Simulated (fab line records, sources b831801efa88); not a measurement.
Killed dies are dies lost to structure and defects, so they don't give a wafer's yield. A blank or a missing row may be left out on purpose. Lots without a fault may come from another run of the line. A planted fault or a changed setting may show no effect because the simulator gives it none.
A struck lot beside a sound one | flow sky130 | 14 steps out of a route of 708
Sound: wafers L248.1, L248.4, L248.6. Struck: wafers L255.1, L255.2, L255.4. The cause comes at the end.
At each step with rows: each side's tool, then ch and its chambers, then its first start. Under that, the readings that differ: sound wafers | struck wafers | difference of the means | sigmas: that difference in standard deviations of wafers without a fault.
alike: readings whose means differ by less than 2 such deviations, and words and numbers that are the same on both sides. not compared: withheld readings, readings that some wafer has no value for, bounds like >300 that may hide the same value, and numbers for which the record gives no deviation and whose values overlap.
The two part at a step that has a row with sigmas, a row that says differs or no value, or rows on one side only. Numbers that don't overlap but have no deviation are shown without sigmas and don't part them. A reading that every wafer of one side lacks parts them only if that side has two wafers or more.

SKY_VIA2_OVL_MEAS_13:
  sound on overlay-01, day 37 04:50; struck on overlay-01, day 39 22:11
  alike: VIA2_OVL
SKY_VIA2_ETCH_14: etches BARC in N2/H2, stops on SiO2, time 45.9 s, target depth 60 nm.
  sound on rie_diel-03 ch 0,1,2, day 37 04:52; struck on rie_diel-01 ch 0,1,2, day 39 22:14
  alike: drypump_motor_current_A, h2_flow_sccm, oes_product_au, throttle_valve_pct
  not compared: rf_hours_counter_h
then, 1 step without rows for these wafers: SKY_VIA2_ETCH_15 (etches SiO2 in C4F8/O2/Ar, stops on TiN, target depth 546 nm, time 84 s).
SKY_VIA2_STRIP_16: strips in O2/N2.
  sound on plasma_asher-04 ch 0,1, day 37 04:58; struck on plasma_asher-04 ch 0,1, day 39 22:20
  alike: drypump_motor_current_A, oes_product_au, strip_time_to_endpoint_s
  not compared: rf_hours_counter_h
then, 3 steps without rows for these wafers: SKY_VIA2_STRIP_17 (strips in post etch residue remover, time 1200 s); SKY_VIA2_CLEAN_18 (cleans in IPA, time 180 s); SKY_VIA2_CLEAN_19 (cleans in O3/DIW).
SKY_VIA2_SPUTTER_20: material TiN, target thk 20 nm, time 80 s.
  sound on pvd_sputter-02, day 37 05:41; struck on pvd_sputter-02, day 39 22:59
  reading                  | sound             | struck            | difference | sigmas
  chamber_pressure_pa (Pa) | 5.021 5.012 5.006 | 4.989 4.995 4.994 | -0.020     | -2
  alike: cathode_dc_power_W, throttle_valve_pct
SKY_VIA2_CVD_21: deposits W, target thk 420 nm, time 126.4 s.
  sound on cvd_w-02 ch 0,1, day 37 05:45; struck on cvd_w-02 ch 0,1, day 39 23:03
  alike: heater_power_w
SKY_VIA2_RS_MEAS_22: measures by four-point-probe.
  sound on film_metro-03, day 37 05:53; struck on film_metro-04, day 39 23:11
  alike: VIA2_W_RS
SKY_VIA2_THK_MEAS_23: measures by xrf.
  sound on film_metro-03, day 37 06:00; struck on film_metro-04, day 39 23:18
  alike: VIA2_W_THK
SKY_VIA2_CMP_24: polishes, stops on SiO2, t overpolish 20 s, target thk 0 nm.
  sound on cmp-01 ch 0,1,2, day 37 06:04; struck on cmp-02 ch 0,2,3, day 39 23:22
  alike: motor_current_A, overpolish_run_s, time_to_endpoint_s
SKY_METAL3_SPUTTER_00: material Ti, target thk 15 nm, time 10 s.
  sound on pvd_sputter-04, day 37 06:22; struck on pvd_sputter-03, day 39 23:40
  no value came back on the struck wafers for cathode_dc_power_W (W), chamber_pressure_pa (Pa), throttle_valve_pct (%); on the sound wafers cathode_dc_power_W (W) reads 3000.1 3001.5 2999.0
then, 1 step without rows for these wafers: SKY_METAL3_SPUTTER_01 (material TiN, target thk 20 nm, time 16.7 s).

WHERE THEY PART
First at SKY_VIA2_SPUTTER_20; last, within this record, at SKY_METAL3_SPUTTER_00.

WHY: what the simulator had put in
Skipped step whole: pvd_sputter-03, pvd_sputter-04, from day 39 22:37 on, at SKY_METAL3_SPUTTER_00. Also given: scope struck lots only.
